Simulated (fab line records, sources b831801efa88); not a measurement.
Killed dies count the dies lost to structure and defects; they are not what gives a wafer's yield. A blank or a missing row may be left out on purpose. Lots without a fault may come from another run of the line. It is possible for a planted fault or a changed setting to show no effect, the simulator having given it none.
Chamber matching | flow sky130 | rie-diel-04 running SKY_CONTACT_ETCH_17: 4 sister chambers
The step etches SiO2 in C4F8/O2/Ar, stops on Si3N4, target depth 340 nm. 8 wafers are shown with their chamber, then 10 later ones without.

== WAFERS WITH THEIR CHAMBER ==
wafer  | chamber | oes-product-au (a.u.) | chamber-pressure-mTorr (mTorr)
L076.1 | 1       | 0.886                 | 40.04
L079.1 | 1       | 0.897                 | 39.95
L080.6 | 0       | 0.897                 | 39.98
L081.1 | 3       | 0.895                 | 40.09
L081.2 | 2       | 0.892                 | 39.96
L081.5 | 3       | 0.897                 | 39.99
L084.1 | 0       | 0.892                 | 39.98
L084.2 | 2       | 0.890                 | 39.98

== WAFERS MISSING THEIR CHAMBER ==
wafer  | oes-product-au (a.u.) | chamber-pressure-mTorr (mTorr)
L084.6 | 0.901                 | 39.99
L088.1 | 0.896                 | 39.95
L088.3 | 0.896                 | 39.99
L088.4 | 0.887                 | 39.97
L091.1 | 0.902                 | 40.00
L091.5 | 0.887                 | 39.96
L091.6 | 0.894                 | 39.98
L092.2 | 0.886                 | 40.05
L092.4 | 0.898                 | 39.98
L092.6 | 0.895                 | 40.04

== THE CHAMBER EACH PASSED THROUGH ==
wafer  | from the rows above               | in truth
L084.6 | can't be placed: 0 or 3 or 1 or 2 | 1
L088.1 | can't be placed: 0 or 2 or 1 or 3 | 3
L088.3 | can't be placed: 0 or 1 or 3 or 2 | 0
L088.4 | can't be placed: 2 or 1 or 0 or 3 | 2
L091.1 | can't be placed: 3 or 0 or 1 or 2 | 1
L091.5 | can't be placed: 2 or 1 or 0 or 3 | 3
L091.6 | can't be placed: 0 or 1 or 2 or 3 | 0
L092.2 | can't be placed: 1 or 2 or 3 or 0 | 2
L092.4 | can't be placed: 0 or 3 or 1 or 2 | 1
L092.6 | can't be placed: 3 or 1 or 0 or 2 | 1
Placed correctly: 0 of 10. Can't be placed from these rows: 10 (the true chamber is among the candidates in 10). 0 placed wrongly.
How it was worked out, from the rows above alone: a wafer's distance from a chamber is the root of the sum, over the readings, of the square of ((its reading less the chamber's mean) divided by the reading's scatter). If the next closest chamber is less than 2 further off than the closest, the wafer can't be placed; otherwise it belongs to the closest. Each chamber's mean is taken over the wafers shown for it. The scatter: the root of (the sum of the squares of (reading less its chamber's mean) over the shown wafers, divided by (wafers less chambers)).
